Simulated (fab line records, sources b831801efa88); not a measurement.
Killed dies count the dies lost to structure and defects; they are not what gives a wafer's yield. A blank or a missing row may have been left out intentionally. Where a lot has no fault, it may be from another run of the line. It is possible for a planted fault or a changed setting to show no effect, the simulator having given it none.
8D (eight disciplines) problem report, filled in by code + flow gf180mcu + the parts of the form that need people (team, actions taken, sign-off) are left out

== 1. PROBLEM STATEMENT ==
Mean of oes product au at GF_CONTACT_ETCH_17: 0.778 a.u. across 2 wafers in 2 lots; on wafers with no fault it is 0.815 a.u. (standard deviation 0.0047). Relative to the usual mean, that is a shift of -7.8 standard deviations.
The step: etches SiO2 in C4F8/O2/Ar, stops on CoSi2, target depth 860 nm.
First seen on wafer L116.6, day 21 05:00, on rie diel-02. The record holds 39 wafers of 13 lots with a number at this step. Rule for "out" (also "out of limits"): further than 4 standard deviations from the usual mean. Any other wafer with a number is counted as sound.

== 2. WHAT IT IS, AND WHAT IT ISN'T ==
| question                    | is                | is not                                                                                 |
|-----------------------------|-------------------|----------------------------------------------------------------------------------------|
| which readings at this step | oes product au    | -                                                                                      |
| which lots                  | L116, L118        | L104, L105, L107, L108, L110, L111, L112, L113, L122, L123, L124                       |
| which wafers of those lots  | L116.6, L118.2    | L116.1, L116.5, L118.1, L118.6                                                         |
| read on which tools         | rie diel-02       | rie diel-01, rie diel-03                                                               |
| when                        | from day 21 05:00 | up to then (26 sound wafers); but 11 sound wafers of L118, L122, L123, L124 came after |

== 3. SUSPECTS, AND WHAT RULES EACH OUT ==
Counting: a tool at a process step up to the reading stays a suspect if it ran every lot that is out. Sound lots after the first of them don't rule it out here, since some wafers of a struck lot are sound.
- rtp anneal-02 at GF_PSD_RTA_13 (time 20 s): kept. It ran every lot that is out, first L116 (day 19 03:23); its last sound lot up to then is L113 (day 17 18:12).
- rie diel-02 at GF_CONTACT_ETCH_17 (etches SiO2 in C4F8/O2/Ar, stops on CoSi2, target depth 860 nm): kept. It ran every lot that is out, first L116 (day 21 05:00); its last sound lot up to then is L111 (day 19 03:00). Out on those wafers are its own readings of oes product au.
- In rie diel-02 at GF_CONTACT_ETCH_17, the wafers that are out were processed in chamber 0 and their sound lot-mates in chambers 2, 3.
Left after counting: rtp anneal-02 at GF_PSD_RTA_13, rie diel-02 at GF_CONTACT_ETCH_17.

== 4. THE CAUSE (what the simulator had put in) ==
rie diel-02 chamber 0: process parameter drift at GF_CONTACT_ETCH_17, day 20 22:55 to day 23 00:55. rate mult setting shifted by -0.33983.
After counting, 2 suspects remain, this tool included.

== 5. THE EFFECT CHAIN, in route order ==
One row per reading whose mean, taken over the struck wafers that have a number, lies over 3 standard deviations from the usual. Scope: only readings with a usual standard deviation given in the record; hours: median across lots of the time from each lot's start at the first step in this table that gives one to its start at this step; sigmas: change in usual standard deviations.
| hours | step                    | reading            | usual      | on struck wafers | change | sigmas      |
|-------|-------------------------|--------------------|------------|------------------|--------|-------------|
| 0     | GF_CONTACT_ETCH_17      | oes product au     | 0.815 a.u. | 0.778            | -0.036 | -7.8        |
| 1     | GF_CONTACT_STRIP_18     | oes product au     | 0.580 a.u. | 0.611            | +0.031 | +6.6        |
| 283   | GF_PASSIVATION_PROBE_99 | killed at contacts | 5.6        | 453.5            | +447.9 | +99 or more |
| 283   | GF_PASSIVATION_PROBE_99 | killed dies        | 47         | 492              | +445   | +64         |
| 283   | GF_PASSIVATION_PROBE_99 | killed on rim      | 9.1        | 96.0             | +86.9  | +29         |
Its process steps:
- GF_CONTACT_ETCH_17: etches SiO2 in C4F8/O2/Ar, stops on CoSi2, target depth 860 nm.
- GF_CONTACT_STRIP_18: strips in O2/N2.
- GF_PASSIVATION_PROBE_99

== 6. HOW IT WOULD HAVE BEEN CAUGHT EARLIER ==
The fault began at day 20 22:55; the first out-of-limits reading in this record came at day 21 05:00, 6 hours later.
